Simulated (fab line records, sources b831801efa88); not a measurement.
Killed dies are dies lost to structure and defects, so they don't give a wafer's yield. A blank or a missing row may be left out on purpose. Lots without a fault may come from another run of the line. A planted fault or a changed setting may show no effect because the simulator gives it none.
Which tool did it? | flow sky130 | 12 lots, 36 wafers sampled, at 4 steps of a route of 708

WHAT THE GAUGES READ, wafer by wafer
SKY_VT_ADJUST_LVTN_OVL_MEAS_07.
lot  | measured     | on         | VT_ADJUST_LVTN_OVL (nm)
L499 | day 6 22:50  | overlay-01 | -1.3 -0.2 0.1
L501 | day 7 11:25  | overlay-02 | 0.5 0.1 0.3
L502 | day 8 09:28  | overlay-01 | 0.5 -1.2 -0.3
L503 | day 8 13:38  | overlay-01 | 0.6 0.2 -2.0
L504 | day 8 15:33  | overlay-01 | -1.0 -1.2 -0.8
L506 | day 9 01:44  | overlay-01 | -0.2 -2.0 0.1
L509 | day 9 23:28  | overlay-01 | 2.5 -0.1 1.2
L514 | day 11 07:52 | overlay-01 | 0.6 1.9 3.4
L518 | day 12 05:41 | overlay-02 | 1.1 2.6 2.8
L520 | day 12 18:26 | overlay-02 | -0.7 -2.5 -1.4
L521 | day 12 22:26 | overlay-01 | 2.0 2.4 3.4
L522 | day 13 05:28 | overlay-02 | 0.7 1.4 -0.7

SKY_VT_ADJUST_HVTR_TW_MEAS_11.
lot  | measured     | on            | VT_ADJUST_HVTR_TW
L499 | day 9 13:18  | film_metro-02 | 208.7 208.7 208.6
L501 | day 10 03:59 | film_metro-01 | 208.2 207.9 208.4
L502 | day 11 06:01 | film_metro-02 | 209.1 209.5 209.1
L503 | day 11 08:23 | film_metro-02 | 209.1 209.1 209.7
L504 | day 11 12:19 | film_metro-01 | 207.7 210.3 209.8
L506 | day 11 23:27 | film_metro-04 | 214.7 214.0 214.5
L509 | day 12 23:08 | film_metro-01 | 209.5 209.8 209.1
L514 | day 14 10:38 | film_metro-01 | 209.6 209.3 210.1
L518 | day 15 12:37 | film_metro-04 | 216.0 215.0 213.4
L520 | day 16 02:35 | film_metro-02 | 124.2 124.8 124.6
L521 | day 16 07:00 | film_metro-02 | 126.5 126.8 125.9
L522 | day 16 15:17 | film_metro-04 | 213.8 214.4 213.2

WHICH TOOL RAN EACH LOT (tool, then ch and the chambers of the sampled wafers, then the start)
lot  | SKY_NWELL_RTA_28                 | SKY_VT_ADJUST_HVTR_IMPLANT_09
L499 | rtp_anneal-02 ch 0, day 5 10:19  | implanter-04 ch 0, day 9 13:03
L501 | rtp_anneal-01 ch 0, day 5 20:52  | implanter-04 ch 0, day 10 03:44
L502 | rtp_anneal-01 ch 0, day 6 17:21  | implanter-01 ch 0, day 11 05:46
L503 | rtp_anneal-01 ch 0, day 6 21:26  | implanter-04 ch 0, day 11 08:08
L504 | rtp_anneal-02 ch 0, day 6 23:09  | implanter-04 ch 0, day 11 12:06
L506 | rtp_anneal-01 ch 0, day 7 09:04  | implanter-01 ch 0, day 11 23:13
L509 | rtp_anneal-02 ch 0, day 8 03:50  | implanter-04 ch 0, day 12 22:53
L514 | rtp_anneal-01 ch 0, day 9 10:14  | implanter-02 ch 0, day 14 10:23
L518 | rtp_anneal-01 ch 0, day 10 05:59 | implanter-01 ch 0, day 15 12:22
L520 | rtp_anneal-02 ch 0, day 10 18:14 | implanter-01 ch 0, day 16 02:20
L521 | rtp_anneal-01 ch 0, day 10 22:23 | implanter-01 ch 0, day 16 06:45
L522 | rtp_anneal-02 ch 0, day 11 05:06 | implanter-04 ch 0, day 16 15:02
- SKY_NWELL_RTA_28: time 30 s.
- SKY_VT_ADJUST_HVTR_IMPLANT_09

WHAT THE TOOLS THEMSELVES READ (means of the sampled wafers that have a number; where no wafer has one, the mark that the record gives instead)
SKY_NWELL_RTA_28.
lot  | tool          | lamp_power_pct (%) | wafer_temp_C_max
L499 | rtp_anneal-02 | 25.26              | 1054.4
L501 | rtp_anneal-01 | 25.25              | 1054.0
L502 | rtp_anneal-01 | 25.33              | 1055.2
L503 | rtp_anneal-01 | 25.37              | 1053.8
L504 | rtp_anneal-02 | 25.27              | 1055.2
L506 | rtp_anneal-01 | 25.26              | 1055.3
L509 | rtp_anneal-02 | 25.30              | 1054.7
L514 | rtp_anneal-01 | 25.30              | 1054.7
L518 | rtp_anneal-01 | 25.20              | 1055.1
L520 | rtp_anneal-02 | 25.28              | 1055.1
L521 | rtp_anneal-01 | 25.26              | 1055.5
L522 | rtp_anneal-02 | 25.31              | 1055.6

SKY_VT_ADJUST_HVTR_IMPLANT_09.
lot  | tool         | dose_ions_cm2 | faraday_current_uA
L499 | implanter-04 | 2.1016e+12    | 11.71
L501 | implanter-04 | 2.0998e+12    | 12.04
L502 | implanter-01 | 2.0983e+12    | 11.91
L503 | implanter-04 | 2.1002e+12    | 11.92
L504 | implanter-04 | 2.1008e+12    | 11.96
L506 | implanter-01 | 2.0982e+12    | 11.90
L509 | implanter-04 | 2.1002e+12    | 11.85
L514 | implanter-02 | 2.1005e+12    | 11.61
L518 | implanter-01 | 2.1003e+12    | 12.00
L520 | implanter-01 | 3.1977e+11    | 1.75
L521 | implanter-01 | 3.1750e+11    | 1.81
L522 | implanter-04 | 2.0976e+12    | 11.91

THE ANSWER, worked out from the rows above alone
Rule: what is usual is taken from the lots themselves. Put in order of their means at a reading, lots are off if they are a third of the lots or fewer, leave a main group of 4 or more, and stand apart from it by a gap of 3 or more times the standard deviation of the main group's means; of several such gaps the widest counts. A main group whose means are all the same, to the digits that the tables above print for the reading, isn't used. A lot without any number at a reading at which 4 lots or more have one is off too. The other lots that the step has rows for count as sound. The gauges are gone through in route order, then the tools' own readings, and for those a lot's mean is taken as printed above. The first step at which some lot is off is used, and at that step the reading that is off furthest; a lot without a number counts as furthest.
Off: L520, L521, at SKY_VT_ADJUST_HVTR_TW_MEAS_11 (VT_ADJUST_HVTR_TW). The main group: mean 210.7, standard deviation 2.4.
A tool fits if, at a process step before that reading, it ran every lot that is off, and no sound lot after the first of them. The gauges at SKY_VT_ADJUST_HVTR_TW_MEAS_11 aren't tried: what is off there is off at SKY_VT_ADJUST_HVTR_IMPLANT_09 too, on other tools, and a gauge's error can't cause that. One fits: implanter-01 at SKY_VT_ADJUST_HVTR_IMPLANT_09. Its last sound lot is L518 (day 15 12:22), its first lot that is off L520 (day 16 02:20): a fault that began between those two fits.
The tool's own readings at SKY_VT_ADJUST_HVTR_IMPLANT_09 bear it out: on the lots that are off they differ by more than 5 times the standard deviation of the sound lots' means. dose_ions_cm2 reads 3.1864e+11 there against 2.0998e+12 on the sound lots; faraday_current_uA reads 1.78 there against 11.88 on the sound lots.

WHAT THE SIMULATOR HAD PUT IN
Process parameter drift: implanter-01, from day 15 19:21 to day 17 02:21, at SKY_VT_ADJUST_HVTR_IMPLANT_09. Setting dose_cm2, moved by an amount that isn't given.
Lots struck among those shown: L520, L521. The rule above found the same.
